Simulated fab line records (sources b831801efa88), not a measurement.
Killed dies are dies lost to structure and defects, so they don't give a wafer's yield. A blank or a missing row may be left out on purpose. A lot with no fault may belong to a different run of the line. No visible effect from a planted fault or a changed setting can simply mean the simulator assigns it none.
Chamber matching ; flow gf180mcu ; GF_V4_CMP_26 on cmp-01 has 4 sister chambers
The step polishes, stops on SiO2, t overpolish 15 s, target thk 0 nm. 14 wafers are shown with their chamber, then 7 later ones without.

WAFERS WITH THEIR CHAMBER
wafer;chamber;motor current A (A);overpolish run s (s);time to endpoint s (s)
L296.1;1;9.9;14.992;75
L296.4;0;9.6;15.018;86
L296.6;0;10.3;15.008;85
L297.3;2;9.5;14.998;80
L297.4;3;13.2;14.991;82
L297.6;1;10.3;15.008;80
L298.2;3;13.6;15.000;83
L298.3;1;9.8;15.002;85
L298.5;3;13.6;15.014;86
L299.2;0;10.2;15.014;87
L299.3;3;13.4;15.001;81
L299.6;3;13.1;14.997;84
L300.1;0;9.7;15.014;89
L300.4;2;9.8;15.006;89

SIGNATURES (averages over the wafers above)
reading;chamber 0;chamber 1;chamber 2;chamber 3;scatter within a chamber
motor current A;9.950;10.000;9.650;13.380;0.276
overpolish run s;15.01350;15.00067;15.00200;15.00060;0.00706
time to endpoint s;86.75;80.00;84.50;83.20;3.38
Rule: for each reading, subtract the chamber's mean from the wafer's reading, divide by that reading's scatter and square the result; add these up over the readings and take the root, which gives the wafer's distance from the chamber. The wafer belongs to the nearest chamber; if the next one is less than 2 further off, it can't be placed. The scatter: take each reading less its chamber's mean, square it, sum over the shown wafers, divide by the number of wafers less the number of chambers, and take the root.

WAFERS WHOSE CHAMBER IS MISSING
wafer;motor current A (A);overpolish run s (s);time to endpoint s (s)
L300.5;10.2;14.979;94
L301.3;10.1;14.997;88
L301.4;13.3;15.022;80
L301.6;13.5;15.011;83
L302.2;13.5;15.005;86
L302.3;10.3;15.021;94
L302.6;13.6;14.998;90

WHICH CHAMBER EACH WENT THROUGH
wafer;from the rows above;in truth
L300.5;can't be placed: 2 or 1 or 0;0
L301.3;can't be placed: 2 or 0 or 1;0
L301.4;3;3
L301.6;3;3
L302.2;3;3
L302.3;can't be placed: 0 or 2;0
L302.6;3;3
Correct placement for 4 of the 7. Cannot be placed on the basis of these rows: 3; the candidates contain the true chamber in 3. Placed wrongly: 0.
